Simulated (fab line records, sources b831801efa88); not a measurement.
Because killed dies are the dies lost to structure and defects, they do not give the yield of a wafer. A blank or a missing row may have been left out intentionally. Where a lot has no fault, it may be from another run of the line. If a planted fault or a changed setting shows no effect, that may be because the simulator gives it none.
Matching of chambers / flow sky130 / SKY_METAL3_ETCH_17 on rie_diel-03 has 4 sister chambers
The step etches SiO2 in C4F8/O2/Ar, stops on TiN, time 3.9 s, target depth 15 nm. 16 wafers are shown with their chamber, then 8 later ones without.

WAFERS WITH THEIR CHAMBER
wafer=L078.4; chamber=2; oes_product_au (a.u.)=0.756
wafer=L078.5; chamber=1; oes_product_au (a.u.)=0.756
wafer=L078.6; chamber=0; oes_product_au (a.u.)=0.758
wafer=L083.1; chamber=0; oes_product_au (a.u.)=0.754
wafer=L083.5; chamber=2; oes_product_au (a.u.)=0.762
wafer=L083.6; chamber=3; oes_product_au (a.u.)=0.753
wafer=L085.1; chamber=2; oes_product_au (a.u.)=0.748
wafer=L085.3; chamber=3; oes_product_au (a.u.)=0.732
wafer=L085.4; chamber=0; oes_product_au (a.u.)=0.751
wafer=L090.4; chamber=3; oes_product_au (a.u.)=0.754
wafer=L090.5; chamber=3; oes_product_au (a.u.)=0.759
wafer=L090.6; chamber=0; oes_product_au (a.u.)=0.769
wafer=L094.3; chamber=3; oes_product_au (a.u.)=0.752
wafer=L094.5; chamber=1; oes_product_au (a.u.)=0.761
wafer=L094.6; chamber=0; oes_product_au (a.u.)=0.763
wafer=L095.1; chamber=2; oes_product_au (a.u.)=0.756

SIGNATURES, as means of the wafers listed above
reading=oes_product_au; chamber 0=0.75900; chamber 1=0.75850; chamber 2=0.75550; chamber 3=0.75000; scatter within a chamber=0.00791
Rule: for each reading, subtract the chamber's mean from the wafer's reading, divide by that reading's scatter and square the result; add these up over the readings and take the root, which gives the wafer's distance from the chamber. The wafer belongs to the nearest chamber; if the next one is less than 2 further off, it can't be placed. How the scatter is found: for the shown wafers, subtract from each reading the mean of its chamber, square and add these, divide the total by (wafers less chambers), then take the root.

WAFERS WITH NO CHAMBER GIVEN
wafer=L095.4; oes_product_au (a.u.)=0.738
wafer=L095.5; oes_product_au (a.u.)=0.758
wafer=L096.2; oes_product_au (a.u.)=0.754
wafer=L096.4; oes_product_au (a.u.)=0.763
wafer=L096.5; oes_product_au (a.u.)=0.768
wafer=L097.2; oes_product_au (a.u.)=0.749
wafer=L097.5; oes_product_au (a.u.)=0.758
wafer=L097.6; oes_product_au (a.u.)=0.754

THE CHAMBER EACH PASSED THROUGH
wafer=L095.4; from the rows above=can't be placed: 3 or 2 or 1 or 0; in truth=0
wafer=L095.5; from the rows above=can't be placed: 1 or 0 or 2 or 3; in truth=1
wafer=L096.2; from the rows above=can't be placed: 2 or 3 or 1 or 0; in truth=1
wafer=L096.4; from the rows above=can't be placed: 0 or 1 or 2 or 3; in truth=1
wafer=L096.5; from the rows above=can't be placed: 0 or 1 or 2 or 3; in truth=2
wafer=L097.2; from the rows above=can't be placed: 3 or 2 or 1 or 0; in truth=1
wafer=L097.5; from the rows above=can't be placed: 1 or 0 or 2 or 3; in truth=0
wafer=L097.6; from the rows above=can't be placed: 2 or 3 or 1 or 0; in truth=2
Correct placement for 0 of the 8. From these rows, 8 cannot be placed; in 8 the true chamber is one of the candidates. 0 placed wrongly.
